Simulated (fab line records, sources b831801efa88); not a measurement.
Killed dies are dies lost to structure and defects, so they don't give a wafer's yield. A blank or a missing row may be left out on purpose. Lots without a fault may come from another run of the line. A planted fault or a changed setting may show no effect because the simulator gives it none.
fab line records | flow sky130
record lots=7 wafers=21 last_day=50
route steps=708 shown VIA2@519 METAL3@532 PAD_OPEN@708
lots that met no fault: from a run of the same line without faults
start_h: hours from the record's first day to the start of the lot's first wafer shown | wait_h: hours since the lot's step before | " the same as in the row above | L1.1+2: a row that stands for several wafers | - no value, or no start given | * or withheld: withheld | < > ~ a bound
route shown NAME@n: a module of which the file shows steps, and the number in the route of the first | usual: mean/standard deviation of fault-free wafers | same: alike in all rows | chamber/n: place in a boat | sites: the reading at each site | _std_site: their standard deviation | _edge_site: outer sites' mean less inner sites' | radius_mm: how far each site lies from the wafer's centre | mask NAME#n: copy n | behind: the tool/chamber that last shaped the wafer | hold: why the lot was held/for how many hours/how that ended | device: the transistor (n, p or np) that didn't switch | end of line: the same wafers' tests at the end of the route | a step without rows: its recipe alone | killed: dies lost to structure and defects at the first sort, not the wafer's yield | map: a wafer's dies, x killed, . not, _ none there
set.NAME: the setting as run; set.NAME@STEP: as run at that earlier step | model.NAME: the simulator's own value behind a step, which no gauge read
lots at some steps of the route; a table a step, a row a wafer
services: from which hour (start_h, from the record's first day; less than 0 if before it) a tool's chamber was out of use, for how many hours, and why
## steps
# step SKY_VIA2_CD_MEAS_12
# recipe target_cd_nm=200
# usual cd_nm=200.0/1.5
# columns lot.wafer tool chamber start_h wait_h cd_nm
L861.2 cd_sem-01 - 845.33 - 196.2
L861.4 " - " " 198.6
L861.6 " - " " 198.2
L870.3 cd_sem-01 - 911.23 - 201.3
L870.5 " - " " 201.1
L870.6 " - " " 202.2
L871.1 cd_sem-01 - 921.50 - 202.7
L871.2 " - " " 202.9
L871.4 " - " " 203.4
L873.1 cd_sem-02 - 933.41 - 199.6
L873.2 " - " " 197.5
L873.4 " - " " 197.8
L881.3 cd_sem-01 - 993.48 - 200.7
L881.4 " - " " 199.2
L881.6 " - " " 200.2
L882.4 cd_sem-01 - 1005.01 - 198.9
L882.5 " - " " 198.5
L882.6 " - " " 197.3
L884.1 cd_sem-01 - 1009.84 - 199.2
L884.4 " - " " 199.9
L884.5 " - " " 200.0
# step SKY_VIA2_OVL_MEAS_13
# usual VIA2_OVL=-3/5
# columns lot.wafer tool chamber start_h wait_h VIA2_OVL[nm]
L861.2 overlay-02 - 845.44 0.1 4
L861.4 " - " " 5
L861.6 " - " " 7
L870.3 overlay-02 - 911.33 0.1 4
L870.5 " - " " -4
L870.6 " - " " -6
L871.1 overlay-01 - 921.62 0.1 -4
L871.2 " - " " -2
L871.4 " - " " -3
L873.1 overlay-02 - 933.53 0.1 -10
L873.2 " - " " -4
L873.4 " - " " -4
L881.3 overlay-01 - 993.58 0.1 0
L881.4 " - " " -5
L881.6 " - " " -5
L882.4 overlay-02 - 1005.09 0.1 -10
L882.5 " - " " -11
L882.6 " - " " -10
L884.1 overlay-01 - 1009.96 0.1 -7
L884.4 " - " " -10
L884.5 " - " " -6
# step SKY_VIA2_ETCH_14
# recipe chemistry=N2/H2 target=BARC ion_energy_ev=200 source_w=500 bias_w=100 pressure_mtorr=30 n2_flow_sccm=100 h2_flow_sccm=200 stop_on=SiO2 time_s=45.9 target_depth_a=600
# usual bias_w=99.98/0.3 chamber_pressure_mTorr=29.998/0.027 drypump_motor_current_A=5.6/0.39 oes_product_au=0.853/0.0047 throttle_valve_pct=13.224/0.009
# columns lot.wafer tool chamber start_h wait_h bias_w chamber_pressure_mTorr drypump_motor_current_A oes_product_au rf_hours_counter_h throttle_valve_pct
L861.2 rie_diel-03 3 845.47 0.0 99.90 30.002 5.5 0.842 7 13.218
L861.4 " 1 " " 100.46 30.009 6.0 0.858 5 13.220
L861.6 " 0 " " 99.97 29.986 5.4 0.858 - 13.215
L870.3 rie_diel-02 3 911.35 0.0 100.12 29.999 4.9 0.859 21 13.229
L870.5 " 3 " " 99.94 29.968 4.9 0.841 - 13.228
L870.6 " 2 " " 100.37 30.017 5.8 0.852 - 13.236
L871.1 rie_diel-03 0 921.66 0.0 100.02 29.998 5.4 0.857 20 13.213
L871.2 " 1 " " 99.81 30.005 6.0 0.854 7 13.216
L871.4 " 1 " " 99.43 30.005 6.0 0.856 - 13.220
L873.1 rie_diel-02 0 933.57 0.0 99.84 29.989 4.9 0.859 13 13.230
L873.2 " 3 " " 100.05 29.969 4.9 0.866 22 13.209
L873.4 " 2 " " 100.13 30.003 5.9 0.852 20 13.227
L881.3 rie_diel-03 0 993.60 0.0 99.82 30.012 5.4 0.859 22 13.223
L881.4 " 3 " " 99.75 29.977 5.5 0.863 11 13.210
L881.6 " 2 " " 99.93 29.973 5.7 0.852 - 13.225
L882.4 rie_diel-04 0 1005.11 0.0 99.46 30.031 5.9 0.851 13 13.228
L882.5 " 3 " " 99.86 30.003 5.3 0.846 - 13.217
L882.6 " 2 " " 100.02 30.011 5.7 0.857 - 13.231
L884.1 rie_diel-02 1 1010.00 0.0 99.83 30.008 6.5 0.849 21 13.227
L884.4 " 0 " " 99.90 29.993 5.0 0.851 16 13.245
L884.5 " 1 " " 100.17 30.052 6.4 0.848 - 13.219
# step SKY_VIA2_ETCH_15
# recipe target=SiO2 chemistry=C4F8/O2/Ar target_depth_nm=546 stop_on=TiN mask_material=KrF-thick source_w=1500 bias_w=1200 pressure_mtorr=40 c4f8_flow_sccm=withheld O2_flow_sccm=6 Ar_flow_sccm=300 time_s=84
# step SKY_VIA2_STRIP_16
# recipe chemistry=O2/N2 power_w=1400 pressure_mtorr=1500 platen_temp_c=withheld o2_flow_sccm=3000 n2_flow_sccm=300 overash_fraction=0.5
# usual chamber_pressure_mTorr=1500.0/1.4 drypump_motor_current_A=5.88/0.23 o2_flow_sccm=3000/8.6 oes_product_au=0.398/0.0045 strip_time_to_endpoint_s=4.056/0.028
# columns lot.wafer tool chamber start_h wait_h chamber_pressure_mTorr drypump_motor_current_A o2_flow_sccm oes_product_au rf_hours_counter_h strip_time_to_endpoint_s
L861.2 plasma_asher-01 1 845.57 0.0 1497.9 5.71 2989 0.400 38 4.056
L861.4 " 0 " " 1500.4 5.62 2989 0.396 - 4.035
L861.6 " 0 " " 1498.5 5.67 2986 0.402 - 4.052
L870.3 plasma_asher-03 0 911.49 0.1 1499.9 5.60 2993 0.404 - 4.062
L870.5 " 0 " " 1500.9 5.60 3000 0.398 - 4.025
L870.6 " 1 " " 1498.4 6.27 3017 0.401 - 4.110
L871.1 plasma_asher-04 0 921.76 0.0 1500.8 5.96 2999 0.398 79 4.076
L871.2 " 1 " " 1501.1 5.91 2998 0.402 79 4.057
L871.4 " 0 " " 1499.5 5.92 2997 0.399 - 4.075
L873.1 plasma_asher-03 0 933.67 0.0 1501.0 5.60 2999 0.402 116 4.069
L873.2 " 1 " " 1496.4 6.26 3013 0.397 116 4.032
L873.4 " 0 " " 1501.4 5.64 3001 0.397 - 4.067
L881.3 plasma_asher-03 0 993.74 0.1 1499.7 5.61 3004 0.400 - 4.121
L881.4 " 1 " " 1498.0 6.26 3007 0.405 - 4.104
L881.6 " 0 " " 1499.6 5.64 2994 0.408 - 4.060
L882.4 plasma_asher-03 1 1005.25 0.1 1501.9 6.25 3017 0.396 - 4.060
L882.5 " 0 " " 1499.1 5.59 2978 0.394 - 4.030
L882.6 " 1 " " 1499.9 6.26 3006 0.390 - 4.041
L884.1 plasma_asher-01 0 1010.11 0.0 1501.5 5.66 3002 0.391 54 4.054
L884.4 " 1 " " 1500.6 5.73 3011 0.404 - 4.036
L884.5 " 1 " " 1500.6 5.73 3009 0.408 - 4.044
# step SKY_VIA2_STRIP_17
# recipe chemistry=post_etch_residue_remover time_s=1200 temp_c=72.5
# step SKY_VIA2_CLEAN_18
# recipe chemistry=IPA time_s=180 temp_c=25
# step SKY_VIA2_CLEAN_19
# recipe chemistry=O3/DIW dry=n2_spin
# step SKY_VIA2_SPUTTER_20
# recipe material=TiN target_thk_nm=20 chamber_pressure_pa=5 power_w=4000 time_s=80
# usual cathode_dc_power_W=4000.0/0.82 throttle_valve_pct=29.8/0.49
# columns lot.wafer tool chamber start_h wait_h cathode_dc_power_W throttle_valve_pct
L861.2 pvd_sputter-04 - 846.18 0.0 4000.4 30.0
L861.4 " - " " 3999.1 30.4
L861.6 " - " " 3998.6 29.8
L870.3 pvd_sputter-01 - 912.05 0.0 4000.2 30.0
L870.5 " - " " 3999.4 28.9
L870.6 " - " " 4000.3 29.7
L871.1 pvd_sputter-01 - 922.35 0.0 3999.6 29.9
L871.2 " - " " 4001.4 29.0
L871.4 " - " " 3999.6 30.0
L873.1 pvd_sputter-04 - 934.28 0.0 4001.3 29.8
L873.2 " - " " 3998.5 30.2
L873.4 " - " " 4001.1 29.8
L881.3 pvd_sputter-04 - 994.31 0.0 3999.9 29.8
L881.4 " - " " 4000.7 30.6
L881.6 " - " " 4000.0 30.4
L882.4 pvd_sputter-01 - 1005.87 0.0 3999.9 28.9
L882.5 " - " " 4000.3 29.8
L882.6 " - " " 3998.5 30.3
L884.1 pvd_sputter-02 - 1010.87 0.0 3998.8 29.3
L884.4 " - " " 4000.6 28.9
L884.5 " - " " 4001.8 29.6
# step SKY_VIA2_CVD_21
# recipe material=W target_thk_nm=420 time_s=126.4 temp_c=400 pressure_torr=40
# usual chamber_pressure_Torr=40.01/0.077 heater_power_w=844/89
# columns lot.wafer tool chamber start_h wait_h chamber_pressure_Torr heater_power_w
L861.2 cvd_w-02 0 846.24 0.0 39.93 928
L861.4 " 0 " " 40.07 908
L861.6 " 1 " " 39.97 724
L870.3 cvd_w-02 0 912.15 0.1 39.91 933
L870.5 " 0 " " 40.10 930
L870.6 " 1 " " 40.10 747
L871.1 cvd_w-02 0 922.41 0.0 39.91 918
L871.2 " 0 " " 39.89 925
L871.4 " 0 " " 39.88 902
L873.1 cvd_w-01 0 934.34 0.0 40.00 760
L873.2 " 1 " " 39.94 902
L873.4 " 1 " " 40.09 869
L881.3 cvd_w-01 1 994.42 0.1 39.94 910
L881.4 " 0 " " 39.96 747
L881.6 " 1 " " 39.88 899
L882.4 cvd_w-02 0 1005.98 0.1 39.96 922
L882.5 " 0 " " 40.15 931
L882.6 " 1 " " 40.02 739
L884.1 cvd_w-02 1 1010.94 0.0 40.00 755
L884.4 " 1 " " 39.93 735
L884.5 " 1 " " 39.94 733
# step SKY_VIA2_RS_MEAS_22
# recipe thk_meas_gauge=four-point-probe reads=W_of_VIA2_CVD_21+TiN_of_VIA2_SPUTTER_20
# usual VIA2_W_RS=0.271/0.0051
# columns lot.wafer tool chamber start_h wait_h VIA2_W_RS[ohm/sq]
L861.2 film_metro-03 - 846.39 0.1 0.277
L861.4 " - " " 0.281
L861.6 " - " " 0.264
L870.3 film_metro-04 - 912.28 0.1 0.279
L870.5 " - " " 0.278
L870.6 " - " " 0.264
L871.1 film_metro-03 - 922.67 0.2 0.277
L871.2 " - " " 0.278
L871.4 " - " " 0.274
L873.1 film_metro-02 - 934.47 0.1 0.270
L873.2 " - " " 0.272
L873.4 " - " " 0.274
L881.3 film_metro-04 - 994.55 0.1 0.271
L881.4 " - " " 0.267
L881.6 " - " " 0.273
L882.4 film_metro-04 - 1006.12 0.1 0.278
L882.5 " - " " 0.277
L882.6 " - " " 0.267
L884.1 film_metro-04 - 1011.07 0.1 0.266
L884.4 " - " " 0.266
L884.5 " - " " 0.264
# step SKY_VIA2_THK_MEAS_23
# recipe thk_meas_gauge=xrf reads=W_of_VIA2_CVD_21
# usual VIA2_W_THK=414/9.2
# columns lot.wafer tool chamber start_h wait_h VIA2_W_THK[nm]
L861.2 film_metro-03 - 846.50 0.1 403
L861.4 " - " " 391
L861.6 " - " " 418
L870.3 film_metro-04 - 912.38 0.1 407
L870.5 " - " " 406
L870.6 " - " " 424
L871.1 film_metro-03 - 922.79 0.1 401
L871.2 " - " " 402
L871.4 " - " " 406
L873.1 film_metro-02 - 934.59 0.1 414
L873.2 " - " " 412
L873.4 " - " " 409
L881.3 film_metro-04 - 994.65 0.1 411
L881.4 " - " " 419
L881.6 " - " " 411
L882.4 film_metro-04 - 1006.21 0.1 403
L882.5 " - " " 404
L882.6 " - " " 417
L884.1 film_metro-04 - 1011.19 0.1 432
L884.4 " - " " 430
L884.5 " - " " 437
# step SKY_VIA2_CMP_24
# recipe stop_on=SiO2 t_overpolish_s=20 down_force_psi=3.5 platen_rpm=60 target_thk_nm=0 pad_velocity_m_s=0.94248
# usual motor_current_A=10.9/0.97 overpolish_run_s=19.999/0.0087 slurry_filter_dp_kPa=13.50/0.14 t_overpolish_s=20/0 time_to_endpoint_s=100/4.4
# columns lot.wafer tool chamber start_h wait_h motor_current_A overpolish_run_s slurry_filter_dp_kPa t_overpolish_s time_to_endpoint_s
L861.2 cmp-02 2 846.55 0.0 10.4 19.998 13.54 20 94
L861.4 " 0 " " 11.9 19.992 13.68 20 95
L861.6 " 3 " " 11.5 20.007 13.68 20 100
L870.3 cmp-01 0 912.52 0.1 9.5 11.091 13.30 11.086 97
L870.6 " 2 " " 11.9 11.087 13.41 11.086 100
L870.5 " 3 " " 9.7 11.098 13.26 11.086 93
L871.1 cmp-01 1 923.16 0.4 10.5 11.083 13.65 11.086 96
L871.4 " 2 " " 13.0 11.095 13.43 11.086 95
L871.2 " 0 " " 9.6 11.081 13.61 11.086 98
L873.4 cmp-01 1 934.65 0.0 11.3 11.087 13.45 11.086 99
L873.2 " 3 " " 9.9 11.087 13.59 11.086 99
L873.1 " 0 " " 9.7 11.086 13.41 11.086 104
L881.3 cmp-02 2 994.79 0.1 10.6 19.999 13.38 20 97
L881.4 " 3 " " 10.8 19.992 13.34 20 97
L881.6 " 0 " " 12.9 20.017 13.49 20 93
L882.4 cmp-01 2 1006.34 0.1 11.8 19.996 13.52 20 97
L882.5 " 0 " " 10.2 20.014 13.51 20 99
L882.6 " 1 " " 10.7 19.989 13.71 20 107
L884.1 cmp-01 0 1011.25 0.1 9.2 19.986 13.47 20 105
L884.4 " 1 " " 11.5 19.990 13.64 20 102
L884.5 " 1 " " 11.0 19.988 13.41 20 103
# step SKY_METAL3_SPUTTER_00
# recipe material=Ti target_thk_nm=15 power_w=3000 time_s=10 chamber_pressure_pa=0.4
# usual cathode_dc_power_W=3000.0/0.56 throttle_valve_pct=29.8/0.67
# columns lot.wafer tool chamber start_h wait_h cathode_dc_power_W throttle_valve_pct
L861.2 pvd_sputter-02 - 846.85 0.2 3000.5 29.2
L861.4 " - " " 2999.9 29.2
L861.6 " - " " 2999.3 29.1
L870.3 pvd_sputter-04 - 912.72 0.1 3000.0 29.8
L870.5 " - " " 2999.7 30.0
L870.6 " - " " 3000.6 30.8
L871.1 pvd_sputter-03 - 923.46 0.2 3000.1 29.4
L871.2 " - " " 3000.5 30.2
L871.4 " - " " 2999.9 29.9
L873.1 pvd_sputter-02 - 934.95 0.1 3000.0 30.5
L873.2 " - " " 2999.6 29.4
L873.4 " - " " 3000.9 29.3
L881.3 pvd_sputter-02 - 994.99 0.1 2999.1 30.5
L881.4 " - " " 3000.1 29.6
L881.6 " - " " 2999.9 30.5
L882.4 pvd_sputter-02 - 1006.54 0.1 3000.6 28.9
L882.5 " - " " 3000.3 29.2
L882.6 " - " " 3000.6 29.1
L884.1 pvd_sputter-03 - 1011.55 0.2 2999.5 29.2
L884.4 " - " " 2999.4 30.2
L884.5 " - " " 2999.6 31.3
# step SKY_PAD_OPEN_PROBE_99
# usual defect_limited_yield=82.5/2.1 killed_at_M0_to_M3=43/7.7 killed_at_M4_up=2.9/1.9 killed_at_contacts=24/5.9 killed_at_front_end=16/5.1 killed_at_other=0.3/0.63 killed_dies=86/10 killed_open=47/7.6 killed_short=39/6.8 sort_bin_3_pad_short=0.8/0.44 sort_bin_5_function=10.4/1.6 sort_bin_6_memory=6.3/1.1 sort_n_pass=406/10 sort_yield_pct=82.5/2.1
# same gross_dies=492 killed_at_back_side=0 sort_bin_4_leakage[%]=0 sort_bin_8_speed[%]=0
# columns lot.wafer tool chamber start_h wait_h defect_limited_yield[%] killed_at_M0_to_M3 killed_at_M4_up killed_at_contacts killed_at_front_end killed_at_other killed_dies killed_open killed_short sort_bin_3_pad_short[%] sort_bin_5_function[%] sort_bin_6_memory[%] sort_n_pass sort_yield_pct[%]
L861.2 prober-02 - 1073.25 0.1 84.6 33 0 35 8 0 76 43 33 1.0 7.9 6.5 416 84.6
L861.4 prober-02 - 1073.35 0.2 82.3 39 4 21 23 0 87 48 37 0.8 9.3 7.5 405 82.3
L861.6 prober-02 - 1073.45 0.2 85.6 41 0 16 14 0 71 40 31 0.8 7.7 5.9 421 85.6
L870.3 prober-02 - 1126.04 0.2 81.1 43 2 31 17 0 93 44 49 1.2 10.2 7.5 399 81.1
L870.5 prober-02 - 1126.14 0.2 81.5 50 3 21 17 0 91 54 37 0 11.6 6.9 401 81.5
L870.6 prober-02 - 1126.19 0.2 77.8 45 3 40 21 0 109 48 59 1.2 13.8 7.1 383 77.8
L871.1 prober-01 - 1134.89 0.1 77.2 53 2 34 23 0 112 68 42 0.6 13.6 8.5 380 77.2
L871.2 prober-01 - 1134.94 0.1 79.7 42 1 34 23 0 100 56 44 0.2 12.6 7.5 392 79.7
L871.4 prober-01 - 1135.04 0.2 84.3 41 2 23 11 0 77 49 28 0.4 8.9 6.3 415 84.3
L873.1 prober-01 - 1145.66 0.1 81.5 46 2 17 23 3 91 59 31 0.6 11.8 6.1 401 81.5
L873.2 prober-01 - 1145.71 0.1 81.7 42 5 25 18 0 90 46 43 0.8 12.2 5.3 402 81.7
L873.4 prober-01 - 1145.81 0.2 81.3 45 4 24 18 1 92 50 41 0.4 10.6 7.7 400 81.3
L882.4 prober-02 - 1194.45 0.2 83.3 39 6 19 18 0 82 38 44 1.2 9.6 5.9 410 83.3
L882.5 prober-02 - 1194.50 0.2 83.3 34 3 24 21 0 82 45 37 0.4 10.6 5.7 410 83.3
L882.6 prober-02 - 1194.55 0.2 86.0 37 1 19 12 0 69 41 28 0.6 8.3 5.1 423 86.0
L884.1 prober-01 - 1198.57 0.1 82.3 37 1 30 18 1 87 42 43 1.2 10.4 6.1 405 82.3
L884.4 prober-01 - 1198.72 0.2 81.1 39 6 27 21 0 93 44 48 1.2 12.2 5.5 399 81.1
L884.5 prober-01 - 1198.77 0.2 82.9 46 3 25 10 0 84 52 31 0.4 8.9 7.7 408 82.9
# killed by level:class
L861.2 LI_CONTACT:geometric_particle:open=15 VIA1:geometric_particle:open=8 CONTACT:geometric_particle:short=7 CONTACT:geometric_particle:open=7 METAL2:geometric_particle:short=7 VIA1:geometric_particle:short=6 VIA2:geometric_particle:open=5 LOCAL_INTERCONNECT:geometric_particle:short=4
L861.4 VIA3:geometric_particle:open=8 LI_CONTACT:geometric_particle:open=7 VIA1:geometric_particle:open=7 FIELD_ISO:geometric_particle:short=6 LOCAL_INTERCONNECT:geometric_particle:short=6 VIA2:geometric_particle:open=6 CONTACT:geometric_particle:open=5 METAL1:geometric_particle:short=5
L861.6 VIA1:geometric_particle:open=11 METAL1:geometric_particle:short=8 VIA3:geometric_particle:open=6 LI_CONTACT:geometric_particle:open=5 CONTACT:geometric_particle:open=5 FIELD_ISO:geometric_particle:open=4 LI_CONTACT:geometric_particle:short=4 METAL2:geometric_particle:short=4
L870.3 CONTACT:geometric_particle:open=9 METAL1:geometric_particle:short=8 FIELD_ISO:geometric_particle:open=7 VIA3:geometric_particle:open=6 CONTACT:geometric_particle:short=6 VIA1:geometric_particle:open=6 VIA1:geometric_particle:short=6 VIA2:geometric_particle:open=6
L870.5 VIA1:geometric_particle:open=11 CONTACT:geometric_particle:open=10 VIA3:geometric_particle:open=9 METAL1:geometric_particle:short=8 VIA2:geometric_particle:open=8 FIELD_ISO:geometric_particle:open=6 POLY_GATE:geometric_particle:short=5 LI_CONTACT:geometric_particle:open=5
L870.6 CONTACT:geometric_particle:open=9 LI_CONTACT:geometric_particle:short=8 LI_CONTACT:geometric_particle:open=8 CONTACT:geometric_particle:short=8 VIA1:geometric_particle:open=7 LOCAL_INTERCONNECT:geometric_particle:short=7 METAL1:geometric_particle:short=7 METAL2:geometric_particle:short=7
L871.1 CONTACT:geometric_particle:open=16 LI_CONTACT:geometric_particle:open=11 VIA1:geometric_particle:open=11 POLY_GATE:geometric_particle:short=8 VIA2:geometric_particle:open=8 POLY_GATE:geometric_particle:open=6 METAL1:geometric_particle:short=6 VIA2:geometric_particle:short=5
L871.2 CONTACT:geometric_particle:open=12 VIA1:geometric_particle:open=11 LI_CONTACT:geometric_particle:open=10 POLY_GATE:geometric_particle:short=9 VIA3:geometric_particle:open=9 FIELD_ISO:geometric_particle:open=5 METAL2:geometric_particle:short=5 LI_CONTACT:geometric_particle:short=4
L871.4 VIA1:geometric_particle:open=12 CONTACT:geometric_particle:open=9 VIA3:geometric_particle:open=6 LI_CONTACT:geometric_particle:open=5 CONTACT:geometric_particle:short=5 VIA2:geometric_particle:open=5 POLY_GATE:geometric_particle:short=4 METAL2:geometric_particle:short=4
L873.1 VIA2:geometric_particle:open=13 VIA3:geometric_particle:open=10 FIELD_ISO:geometric_particle:open=9 VIA1:geometric_particle:open=9 CONTACT:geometric_particle:open=5 LOCAL_INTERCONNECT:geometric_particle:short=4 FIELD_ISO:geometric_particle:short=3 POLY_GATE:geometric_particle:short=3
L873.2 LI_CONTACT:geometric_particle:open=9 METAL2:geometric_particle:short=8 VIA3:geometric_particle:open=8 CONTACT:geometric_particle:open=6 POLY_GATE:geometric_particle:short=6 VIA1:geometric_particle:open=6 CONTACT:geometric_particle:short=5 VIA3:geometric_particle:short=4
L873.4 VIA2:geometric_particle:open=13 LI_CONTACT:geometric_particle:open=9 FIELD_ISO:geometric_particle:short=7 METAL1:geometric_particle:short=7 VIA1:geometric_particle:open=7 CONTACT:geometric_particle:open=6 VIA3:geometric_particle:open=5 POLY_GATE:geometric_particle:open=4
L882.4 VIA1:geometric_particle:open=10 METAL2:geometric_particle:short=7 FIELD_ISO:geometric_particle:short=6 VIA3:geometric_particle:open=5 CONTACT:geometric_particle:open=5 METAL4:geometric_particle:short=5 FIELD_ISO:geometric_particle:open=4 POLY_GATE:geometric_particle:short=4
L882.5 CONTACT:geometric_particle:open=6 LOCAL_INTERCONNECT:geometric_particle:short=6 METAL2:geometric_particle:short=6 VIA2:geometric_particle:open=6 FIELD_ISO:geometric_particle:open=5 VIA1:geometric_particle:open=5 FIELD_ISO:geometric_particle:short=4 LI_CONTACT:geometric_particle:open=4
L882.6 CONTACT:geometric_particle:open=8 VIA2:geometric_particle:open=8 VIA1:geometric_particle:open=6 LI_CONTACT:geometric_particle:open=4 METAL2:geometric_particle:short=4 VIA3:geometric_particle:open=4 SPACER:geometric_particle:short=3 LOCAL_INTERCONNECT:geometric_particle:short=3
L884.1 VIA1:geometric_particle:open=11 LI_CONTACT:geometric_particle:open=8 CONTACT:geometric_particle:short=6 LI_CONTACT:geometric_particle:short=6 LOCAL_INTERCONNECT:geometric_particle:short=5 CONTACT:geometric_particle:open=5 METAL1:geometric_particle:short=5 FIELD_ISO:geometric_particle:open=4
L884.4 VIA1:geometric_particle:open=10 CONTACT:geometric_particle:open=10 VIA1:geometric_particle:short=8 FIELD_ISO:geometric_particle:open=6 METAL2:geometric_particle:short=6 LI_CONTACT:geometric_particle:open=5 CONTACT:geometric_particle:short=5 FIELD_ISO:geometric_particle:short=4
L884.5 CONTACT:geometric_particle:open=13 VIA1:geometric_particle:open=11 LI_CONTACT:geometric_particle:open=7 METAL1:geometric_particle:short=6 VIA3:geometric_particle:open=6 POLY_GATE:geometric_particle:open=5 VIA2:geometric_particle:open=5 VIA2:geometric_particle:short=4
## services
# columns tool chamber start_h hours kind
rie_diel-02 - 827.03 2.8 pm
rie_diel-03 - 837.37 0.8 repair
cmp-02 - 844.24 2.1 repair
cmp-02 - 847.73 1.6 repair
rie_diel-02 1 852.92 15.3 repair
cmp-01 - 858.16 1.7 repair
rie_diel-03 2 862.82 3.9 repair
cmp-01 - 865.34 2.3 pm
plasma_asher-01 - 868.92 4.0 repair
pvd_sputter-01 - 871.75 0.5 repair
plasma_asher-01 - 873.64 1.2 repair
pvd_sputter-02 - 904.63 8.7 repair
pvd_sputter-01 - 916.74 1.0 repair
rie_diel-03 2 918.66 5.6 repair
cmp-01 - 927.79 3.9 repair
cmp-01 - 930.71 2.6 repair
cvd_w-02 - 935.85 2.8 pm
rie_diel-02 1 942.26 4.1 repair
pvd_sputter-04 - 953.86 1.9 repair
pvd_sputter-01 - 967.71 0.5 repair
rie_diel-02 0 981.83 18.1 repair
rie_diel-02 - 992.20 0.8 repair
pvd_sputter-01 - 1003.53 1.0 repair
pvd_sputter-04 - 1006.84 6.4 repair
## key
first_sign step=SKY_VIA2_CMP_24 reading=t_overpolish_s direction=down sigmas=99+ usual=20 struck=11.086
effect step=SKY_VIA2_CMP_24 reading=overpolish_run_s direction=down sigmas=99+ usual=19.999 struck=11.088
met_at SKY_VIA2_CMP_24
struck_wafers L870.3,L870.5,L870.6,L871.1,L871.2,L871.4,L873.1,L873.2,L873.4
fault kind=process_parameter_drift tool=cmp-01 chamber=- onset_h=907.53 steps=SKY_VIA2_CMP_24 channel=t_overpolish_s offset=-8.9136 shape=step end_h=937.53 acts_in=these_recipes_only stated=20
